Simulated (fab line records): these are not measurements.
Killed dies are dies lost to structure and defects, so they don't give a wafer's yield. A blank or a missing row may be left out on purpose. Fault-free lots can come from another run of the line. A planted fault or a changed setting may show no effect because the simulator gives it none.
What tool caused it? ; flow gf180mcu ; 6 lots with 18 wafers sampled at 4 steps, on a route of 602 steps

== WHAT THE GAUGES SHOWED, per wafer ==
GF_V2_RS_MEAS_24: measures by four-point-probe.
lot;measured;on;V2_W_RS (ohm/sq)
L155;day 20 09:43;film metro-03;0.325 0.326 0.323
L157;day 21 13:38;film metro-02;0.326 0.329 0.333
L161;day 22 22:50;film metro-04;0.310 0.313 0.309
L171;day 26 13:36;film metro-04;0.325 0.323 0.327
L173;day 27 02:21;film metro-02;0.331 0.329 0.331
L177;day 28 00:38;film metro-04;0.324 0.323 0.334

== WHAT TOOL EACH LOT RAN ON (gives the tool, then ch and the chambers of the sampled wafers, and finally the start) ==
lot;GF_V2_CVD_02;GF_V2_CMP_04;GF_V2_CVD_23
L155;pecvd-01 ch 0,1,2, day 19 07:58;cmp-02 ch 0,3, day 19 08:07;cvd w-01 ch 0,1, day 20 09:35
L157;pecvd-02 ch 0,1, day 20 11:40;cmp-02 ch 0,1,2, day 20 11:48;cvd w-01 ch 0,1, day 21 13:29
L161;pecvd-01 ch 0,2, day 21 22:05;cmp-01 ch 1,2,3, day 21 22:16;cvd w-01 ch 0,1, day 22 22:43
L171;pecvd-04 ch 0,1, day 25 14:38;cmp-01 ch 1,2, day 25 14:46;cvd w-01 ch 0,1, day 26 13:28
L173;pecvd-02 ch 0,2, day 26 03:45;cmp-02 ch 0,1,2, day 26 03:59;cvd w-02 ch 1, day 27 02:14
L177;pecvd-01 ch 0,1, day 27 02:35;cmp-01 ch 1,2,3, day 27 02:56;cvd w-01 ch 0,1, day 28 00:32
- GF_V2_CVD_02: deposits SiO2 from TEOS, target thk 850 nm, time 94.851 s.
- GF_V2_CMP_04: polishes SiO2.
- GF_V2_CVD_23: deposits W, target thk 350 nm, time 104.94 s.

== THE ANSWER, worked out from the rows above alone ==
Rule: the lots themselves supply what counts as usual. The widest of any qualifying gaps counts: lots, ordered by their means at a reading, are off when they make up no more than a third of the lots, leave a main group of 4 or more, and stand apart from it by 3 or more times the standard deviation of that group's means. A main group whose means are all the same, to the digits that the tables above print for the reading, isn't used. Also off: a lot with no number at a reading for which 4 or more lots have one. Any other lot the step has rows for is counted as sound.
Off: at GF_V2_RS_MEAS_24 (V2_W_RS), L161. Mean 0.327 ohm/sq and standard deviation 0.0023 in the main group.
A tool fits if, at a process step before that reading, it ran every lot that is off, and no sound lot after the first of them. The gauges at GF_V2_RS_MEAS_24 are tried like those tools. None of those tried fits.

== WHAT THE SIMULATOR HAD PUT IN ==
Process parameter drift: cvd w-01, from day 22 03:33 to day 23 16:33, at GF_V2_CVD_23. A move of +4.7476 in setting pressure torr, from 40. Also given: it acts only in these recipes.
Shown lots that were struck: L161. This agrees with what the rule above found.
